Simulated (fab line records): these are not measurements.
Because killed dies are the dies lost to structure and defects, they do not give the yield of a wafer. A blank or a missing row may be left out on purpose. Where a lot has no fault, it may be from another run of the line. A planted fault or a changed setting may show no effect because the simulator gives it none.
Matching of chambers	flow gf180mcu	GF_V3_ETCH_16 on rie diel-01 has 4 sister chambers
The step etches BARC in N2/H2. 4 wafers are shown with their chamber, then 12 later ones without.

== WAFERS WITH THEIR CHAMBER ==
wafer	chamber	drypump motor current A (A)
L087.2	3	6.0
L087.4	2	5.8
L087.5	0	5.4
L087.6	1	5.2

== WAFERS WITH NO CHAMBER GIVEN ==
wafer	drypump motor current A (A)
L091.1	5.9
L091.4	5.4
L091.6	6.0
L094.1	5.4
L094.2	5.9
L094.3	6.0
L094.4	5.1
L094.5	6.0
L094.6	5.9
L096.2	5.9
L096.3	5.4
L096.5	6.0

== EACH ONE'S CHAMBER ==
wafer	from the rows above	in truth
L091.1	can't be placed: 3 or 2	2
L091.4	0	0
L091.6	3	3
L094.1	0	0
L094.2	can't be placed: 3 or 2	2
L094.3	3	3
L094.4	1	1
L094.5	3	3
L094.6	can't be placed: 3 or 2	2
L096.2	can't be placed: 3 or 2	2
L096.3	0	0
L096.5	3	3
Placed correctly: 8 of 12. Can't be placed from these rows: 4 (the true chamber is among the candidates in 4). Wrongly placed: 0.
How it was worked out, from the rows above alone: a wafer's distance from a chamber is the root of the sum, over the readings, of the square of ((its reading less the chamber's mean) divided by the reading's scatter). If the next closest chamber is less than 2 further off than the closest, the wafer can't be placed; otherwise it belongs to the closest. For every chamber, the mean is computed from those of its wafers that are shown. The scatter: root of mean squared gap, hidden wafer to nearest shown wafer, with one shown wafer a chamber.
